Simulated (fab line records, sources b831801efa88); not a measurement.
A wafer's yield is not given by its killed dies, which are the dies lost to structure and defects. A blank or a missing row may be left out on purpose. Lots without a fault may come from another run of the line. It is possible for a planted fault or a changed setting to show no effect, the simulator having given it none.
Matching of chambers ; flow sky130 ; pecvd-02 running SKY_PASSIVATION_CVD_02: 3 sister chambers
The step deposits Si3N4, target thk 540 nm. 16 wafers are shown with their chamber, then 8 later ones without.

== WAFERS WITH THEIR CHAMBER ==
wafer;chamber;heater power w (W)
L187.1;2;650
L187.3;0;799
L187.6;0;837
L188.1;1;733
L188.4;2;617
L188.5;1;792
L189.1;0;816
L189.2;2;627
L189.4;0;847
L190.1;2;663
L190.4;2;648
L190.6;2;525
L196.1;0;818
L196.2;2;648
L196.5;1;865
L197.2;2;552

SIGNATURES (means of the wafers above)
reading;chamber 0;chamber 1;chamber 2;scatter within a chamber
heater power w;823.40;796.67;616.25;46.5
Rule: for each reading, subtract the chamber's mean from the wafer's reading, divide by that reading's scatter and square the result; add these up over the readings and take the root, which gives the wafer's distance from the chamber. If the next closest chamber is less than 2 further off than the closest, the wafer can't be placed; otherwise it belongs to the closest. The scatter: the root of (the sum of the squares of (reading less its chamber's mean) over the shown wafers, divided by (wafers less chambers)).

== WAFERS WITHOUT THEIR CHAMBER ==
wafer;heater power w (W)
L197.4;868
L197.6;627
L199.1;845
L199.3;586
L199.4;865
L204.2;628
L204.4;802
L204.6;865

== WHICH CHAMBER EACH WENT THROUGH ==
wafer;from the rows above;in truth
L197.4;can't be placed: 0 or 1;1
L197.6;2;2
L199.1;can't be placed: 0 or 1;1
L199.3;2;2
L199.4;can't be placed: 0 or 1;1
L204.2;2;2
L204.4;can't be placed: 1 or 0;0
L204.6;can't be placed: 0 or 1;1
Correct placement for 3 of the 8. Can't be placed from these rows: 5 (the true chamber is among the candidates in 5). Placed wrongly: 0.
